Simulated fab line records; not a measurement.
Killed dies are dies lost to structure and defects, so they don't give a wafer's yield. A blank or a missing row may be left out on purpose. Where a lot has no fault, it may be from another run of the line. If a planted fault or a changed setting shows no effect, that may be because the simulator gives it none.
A lot that was struck, set against a sound lot | flow sky130 | 18 out of 708 route steps
Sound: wafers L828.1, L828.2, L828.6. Wafers struck: L835.1, L835.5, L835.6. The cause is given at the end.
Each step with rows lists, per side, the tool, then ch with its chambers, then its first start. Under that, the readings that differ: sound wafers | struck wafers | difference of the means | sigmas: that difference in standard deviations of wafers without a fault.
alike: readings with means less than 2 such deviations apart, plus words and numbers identical on both sides. not compared: withheld readings, readings lacking a value on some wafer, bounds such as >300 that could conceal the same value, and numbers that have no deviation in the record and whose values overlap.
A row with sigmas, a row that says differs or no value, or rows on one side alone: a step with any of these is where the two part. Non-overlapping numbers with no deviation appear without sigmas and do not part them. Lack of a reading on every wafer of one side parts them only where that side has two or more wafers.

first, 9 steps without rows for these wafers: SKY_CAP2M_CLEAN_17 (cleans in O3/DIW); SKY_METAL4_DEHYDRATE_05 (time 60 s); SKY_METAL4_HMDS_06 (prime time 60 s); SKY_METAL4_COAT_07 (resist thk 60 nm); SKY_METAL4_COAT_08 (resist thk 1140 nm); SKY_METAL4_SOFTBAKE_09 (time 90 s); SKY_METAL4_EXPOSE_10 (exposes mask MM4, target cd 300 nm); SKY_METAL4_PEB_11; SKY_METAL4_DEVELOP_12 (develop time 60 s).
SKY_METAL4_CD_MEAS_13 targets a cd of 300 nm.
  sound: cd-sem-01 at day 44 18:29; struck: cd-sem-01 at day 46 14:43
  alike: cd-nm
SKY_METAL4_OVL_MEAS_14:
  sound: overlay-02 at day 44 18:36; struck: overlay-01 at day 46 14:50
  alike: METAL4_OVL
SKY_METAL4_DESCUM_15: chemistry O2, time 8 s.
  sound on rie-metal-01 ch 0,1, day 44 18:38; struck on rie-metal-03 ch 0,1, day 46 14:52
  reading               | sound             | struck            | difference | sigmas
  oes-product-au (a.u.) | 1.012 1.008 1.002 | 0.983 0.988 0.981 | -0.023     | -2
  alike: drypump-motor-current-A
  not compared: rf-hours-counter-h
SKY_METAL4_ETCH_16: etches BARC in N2/H2, stops on SiO2, time 88.2 s, target depth 60 nm.
  sound on rie-metal-01 ch 0,1, day 44 18:40; struck on rie-metal-03 ch 0,1, day 46 14:54
  no value came back on the struck wafers for any of 6 readings (bias-w (W), chamber-pressure-mTorr (mTorr) and others); on the sound wafers bias-w (W) reads 100.15 99.88 99.74
  reading                                       | sound          | struck         | difference | sigmas
  model.KrF-thick_of_METAL4_COAT_08.thk-nm (nm) | 1077 1071 1076 | 1128 1123 1124 | +50        |
  not compared: rf-hours-counter-h
SKY_METAL4_ETCH_17: etches SiO2 in C4F8/O2/Ar, stops on TiN, time 3.9 s, target depth 15 nm.
  sound on rie-diel-04 ch 0,1,2, day 44 18:46; struck on rie-diel-02 ch 0,3, day 46 15:00
  reading               | sound             | struck            | difference | sigmas
  oes-product-au (a.u.) | 0.735 0.743 0.750 | 0.373 0.375 0.364 | -0.372     | -45
  alike: bias-w, chamber-pressure-mTorr
  not compared: rf-hours-counter-h
SKY_METAL4_METAL_ETCH_18: etches the open film in Cl2/BCl3, stops on SiO2, target depth 845 nm, time 183.1 s.
  sound on rie-metal-03 ch 0,1, day 44 18:47; struck on rie-metal-01 ch 0,1, day 46 15:01
  reading                                       | sound             | struck            | difference | sigmas
  bias-w (W)                                    | 48.24 48.43 48.35 | 48.60 48.65 48.56 | +0.26      | +2
  oes-product-au (a.u.)                         | 0.880 0.878 0.870 | 0.369 0.373 0.376 | -0.503     | -77
  model.KrF-thick_of_METAL4_COAT_08.thk-nm (nm) | 533 543.2 532.8   | 584.6 573.3 576.5 | +41.8      |
  alike: bcl3-flow-sccm, drypump-motor-current-A, throttle-valve-pct
  not compared: rf-hours-counter-h
SKY_METAL4_STRIP_19: strips in O2/N2.
  sound on plasma-asher-02 ch 0,1, day 44 18:58; struck on plasma-asher-02 ch 0,1, day 46 15:12
  reading                      | sound             | struck            | difference | sigmas
  oes-product-au (a.u.)        | 0.496 0.508 0.504 | 0.523 0.521 0.527 | +0.021     | +3
  strip-time-to-endpoint-s (s) | 6.61 6.70 6.59    | 7.12 7.00 7.03    | +0.42      | +4
  alike: drypump-motor-current-A, n2-flow-sccm
  not compared: rf-hours-counter-h
then, 1 step without rows for these wafers: SKY_METAL4_STRIP_20 (strips in post etch residue remover, time 1200 s).
-- the record jumps here: 3 days lie between the struck wafers' starts before and after (it left off in module METAL4 and takes up again in module PAD_OPEN, whose first step shown is number 708 of the route) --
SKY_PAD_OPEN_PROBE_99:
  sound: prober-01 at day 48 09:21; struck: prober-02 at day 49 22:59
  reading                  | sound          | struck         | difference | sigmas
  defect-limited-yield (%) | 81.9 82.1 80.7 | 0 0 0          | -82        | -43
  killed_at_M4_up          | 4 2 1          | 403 409 392    | +399       | +99 or more
  killed-dies              | 89 88 95       | 492 492 492    | +401       | +43
  killed-on-rim            | 14 20 22       | 96 96 96       | +77        | +20
  sort_bin_5_function (%)  | 12.8 10.4 12.0 | 92.9 91.1 91.5 | +80.1      | +57
  sort-n-pass              | 403 404 397    | 0 0 0          | -401       | -43
  sort-yield-pct (%)       | 81.9 82.1 80.7 | 0 0 0          | -82        | -43
  alike: killed_at_M0_to_M3, killed-at-contacts, killed-at-front-end, killed-at-other, killed-open, killed-short, sort_bin_3_pad_short, sort_bin_6_memory

## WHERE THEY PART
Earliest at SKY_METAL4_DESCUM_15; latest, in this record, at SKY_PAD_OPEN_PROBE_99.

WHY: what the simulator had put in
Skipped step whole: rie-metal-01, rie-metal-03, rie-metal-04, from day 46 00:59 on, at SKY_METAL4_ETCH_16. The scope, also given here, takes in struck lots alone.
